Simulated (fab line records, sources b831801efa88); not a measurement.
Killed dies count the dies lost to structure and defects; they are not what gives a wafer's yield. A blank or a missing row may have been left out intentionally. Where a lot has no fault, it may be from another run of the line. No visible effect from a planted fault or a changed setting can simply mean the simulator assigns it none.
Which tool did it? / flow gf180mcu / 14 lots, 42 wafers sampled, at 2 steps of a route of 602

== WHAT THE GAUGES READ, wafer by wafer ==
GF_M2_OVL_MEAS_15. Usual: M2_OVL gives -3 nm (standard deviation 5.7).
lot=L512; measured=day 19 04:01; on=overlay-02; M2_OVL (nm)=0 -8 0; flag=
lot=L514; measured=day 19 20:09; on=overlay-02; M2_OVL (nm)=0 -6 -8; flag=
lot=L515; measured=day 20 08:43; on=overlay-02; M2_OVL (nm)=-2 -10 -13; flag=
lot=L517; measured=day 21 05:37; on=overlay-02; M2_OVL (nm)=-1 0 -3; flag=
lot=L518; measured=day 21 14:52; on=overlay-01; M2_OVL (nm)=0 1 2; flag=
lot=L519; measured=day 21 19:49; on=overlay-02; M2_OVL (nm)=-8 -11 -6; flag=
lot=L521; measured=day 22 14:49; on=overlay-02; M2_OVL (nm)=-4 -3 -11; flag=
lot=L522; measured=day 23 00:46; on=overlay-01; M2_OVL (nm)=-1 -8 -2; flag=
lot=L525; measured=day 24 02:57; on=overlay-02; M2_OVL (nm)=-3 -2 3; flag=
lot=L528; measured=day 25 02:49; on=overlay-01; M2_OVL (nm)=-5 -4 -8; flag=
lot=L532; measured=day 26 01:43; on=overlay-02; M2_OVL (nm)=7 -1 5; flag=
lot=L533; measured=day 26 10:31; on=overlay-01; M2_OVL (nm)=3 4 6; flag=
lot=L534; measured=day 26 17:07; on=overlay-02; M2_OVL (nm)=8 -4 -1; flag=
lot=L535; measured=day 27 06:22; on=overlay-01; M2_OVL (nm)=-16 -13 -15; flag=

== WHAT TOOL EACH LOT RAN ON (gives the tool, then ch and the chambers of the sampled wafers, and finally the start) ==
lot=L512; GF_M2_SPUTTER_01=pvd_sputter-04, day 18 04:00
lot=L514; GF_M2_SPUTTER_01=pvd_sputter-04, day 18 18:46
lot=L515; GF_M2_SPUTTER_01=pvd_sputter-04, day 19 07:40
lot=L517; GF_M2_SPUTTER_01=pvd_sputter-04, day 20 05:13
lot=L518; GF_M2_SPUTTER_01=pvd_sputter-04, day 20 15:00
lot=L519; GF_M2_SPUTTER_01=pvd_sputter-02, day 20 19:33
lot=L521; GF_M2_SPUTTER_01=pvd_sputter-02, day 21 14:45
lot=L522; GF_M2_SPUTTER_01=pvd_sputter-01, day 22 01:16
lot=L525; GF_M2_SPUTTER_01=pvd_sputter-02, day 23 04:38
lot=L528; GF_M2_SPUTTER_01=pvd_sputter-04, day 24 04:39
lot=L532; GF_M2_SPUTTER_01=pvd_sputter-04, day 25 04:59
lot=L533; GF_M2_SPUTTER_01=pvd_sputter-01, day 25 13:28
lot=L534; GF_M2_SPUTTER_01=pvd_sputter-02, day 25 20:39
lot=L535; GF_M2_SPUTTER_01=pvd_sputter-04, day 26 09:32
- GF_M2_SPUTTER_01: material TiN, target thk 30 nm, time 25 s.

== WHAT THE TOOLS THEMSELVES READ (means of the sampled wafers that have a number; where no wafer has one, the mark that the record gives instead) ==
GF_M2_SPUTTER_01. Usual: cathode_dc_power_W 6500.0 W, standard deviation 1.1; throttle_valve_pct 29.9 %, standard deviation 0.94.
lot=L512; tool=pvd_sputter-04; cathode_dc_power_W (W)=6499.8; throttle_valve_pct (%)=30.5; flag=
lot=L514; tool=pvd_sputter-04; cathode_dc_power_W (W)=6500.7; throttle_valve_pct (%)=30.4; flag=
lot=L515; tool=pvd_sputter-04; cathode_dc_power_W (W)=6499.0; throttle_valve_pct (%)=30.8; flag=
lot=L517; tool=pvd_sputter-04; cathode_dc_power_W (W)=6499.5; throttle_valve_pct (%)=30.6; flag=
lot=L518; tool=pvd_sputter-04; cathode_dc_power_W (W)=6500.4; throttle_valve_pct (%)=30.6; flag=
lot=L519; tool=pvd_sputter-02; cathode_dc_power_W (W)=6500.0; throttle_valve_pct (%)=28.5; flag=
lot=L521; tool=pvd_sputter-02; cathode_dc_power_W (W)=6500.8; throttle_valve_pct (%)=29.5; flag=
lot=L522; tool=pvd_sputter-01; cathode_dc_power_W (W)=6499.7; throttle_valve_pct (%)=29.3; flag=
lot=L525; tool=pvd_sputter-02; cathode_dc_power_W (W)=6499.2; throttle_valve_pct (%)=29.8; flag=
lot=L528; tool=pvd_sputter-04; cathode_dc_power_W (W)=6501.1; throttle_valve_pct (%)=30.5; flag=
lot=L532; tool=pvd_sputter-04; cathode_dc_power_W (W)=6499.5; throttle_valve_pct (%)=30.4; flag=
lot=L533; tool=pvd_sputter-01; cathode_dc_power_W (W)=6500.8; throttle_valve_pct (%)=29.0; flag=
lot=L534; tool=pvd_sputter-02; cathode_dc_power_W (W)=6500.4; throttle_valve_pct (%)=29.2; flag=
lot=L535; tool=pvd_sputter-04; cathode_dc_power_W (W)=6500.2; throttle_valve_pct (%)=31.0; flag=

== THE ANSWER, worked out from the rows above alone ==
Rule: a lot counts as off when the mean over its wafers that have a number is more than 3 standard deviations away from the usual mean. A lot without any number at a reading at which 4 lots or more have one is off too. The other lots that the step has rows for count as sound. After the gauges, taken in route order, come the tools' own readings; for these a lot's mean is taken, as printed above. The first step at which some lot is off is used, and at that step the reading that is off furthest; a lot without a number counts as furthest.
No lot is off at any reading shown: from this, nothing can be told.

== WHAT THE SIMULATOR HAD PUT IN ==
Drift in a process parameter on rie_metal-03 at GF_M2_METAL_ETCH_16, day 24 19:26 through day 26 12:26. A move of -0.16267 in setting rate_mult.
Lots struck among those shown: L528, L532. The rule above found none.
